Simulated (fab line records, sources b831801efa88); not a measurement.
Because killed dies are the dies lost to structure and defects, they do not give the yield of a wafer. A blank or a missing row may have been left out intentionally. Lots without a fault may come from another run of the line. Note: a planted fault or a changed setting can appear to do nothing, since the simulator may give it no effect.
Code-filled problem report in 8D (eight disciplines) form | flow gf180mcu | the parts of the form that need people (team, actions taken, sign-off) are left out

== 1. THE ISSUE ==
STI_OXIDATION_THK at GF_STI_THK_MEAS_02 reads a mean of 13.06 nm on 6 wafers of 2 lots; wafers without a fault read 9.97 nm with a standard deviation of 0.22. Relative to the usual mean, that is a shift of +14 standard deviations.
The first sign was on wafer L757.2 at day 2 22:31, on film-metro-04. At this step, 36 wafers from 12 lots have a number in the record. Rule for "out", or "out of limits": more than 4 standard deviations from the usual mean. Any other wafer with a number is counted as sound.

== 2. WHAT THIS IS AND IS NOT ==
question                    | is                           | is not
which readings at this step | STI_OXIDATION_THK            | -
which lots                  | L757, L759                   | L750, L751, L753, L754, L764, L766, L769, L771, L772, L773
which wafers of those lots  | all that have a number       | -
read on which gauges        | film-metro-02, film-metro-04 | film-metro-03
when                        | from day 2 22:31             | up to then (12 sound wafers); but 18 sound wafers of L764, L766, L769, L771, L772, L773 came after

== 3. SUSPECTS, AND WHAT RULES EACH OUT ==
Counting: any tool at a process step up to the reading is kept as a suspect provided that every lot that is out went through it and no sound lot did after the first of them.
- the gauge at GF_STI_THK_MEAS_02 is ruled out. Those wafers that are out were read across 2 gauges (film-metro-02, film-metro-04).
- furnace-01 at GF_STI_OXIDATION_01 (stabilise 600 s, purge 300 s, target thk 10 nm): ruled out as a lasting fault. Following L757 (day 2 21:07), the first lot on it that is out, the sound lots L772, L773 were run on it.
Left after counting: nothing in the record.

== 4. THE CAUSE (what the simulator had put in) ==
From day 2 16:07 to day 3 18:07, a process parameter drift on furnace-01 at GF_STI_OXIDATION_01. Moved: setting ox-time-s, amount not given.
Counting ruled it out, wrongly: the rule takes a fault to strike every lot that its tool runs from its start on, and this one did not.

== 5. THE CHAIN OF EFFECTS, in route order ==
Rows list readings where the struck wafers' mean (over those with a number) sits beyond 3 standard deviations from the usual. Scope: only readings with a usual standard deviation given in the record; hours: median across lots of the time from each lot's start at the first step in this table that gives one to its start at this step; sigmas: change in usual standard deviations.
hours | step               | reading           | usual   | on struck wafers | change | sigmas
0     | GF_STI_THK_MEAS_02 | STI_OXIDATION_THK | 9.97 nm | 13.06            | +3.09  | +14

== 6. WHAT WOULD HAVE CAUGHT IT SOONER ==
Counted from the fault's start at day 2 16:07, it took 6 hours until the first out-of-limits reading at a measuring or inspecting step in this record, taken at day 2 22:31.
Of the tool readings at GF_STI_OXIDATION_01 for which the record gives a usual standard deviation, none was out on any struck wafer, so an alarm limit of 4 standard deviations on them would not have fired.
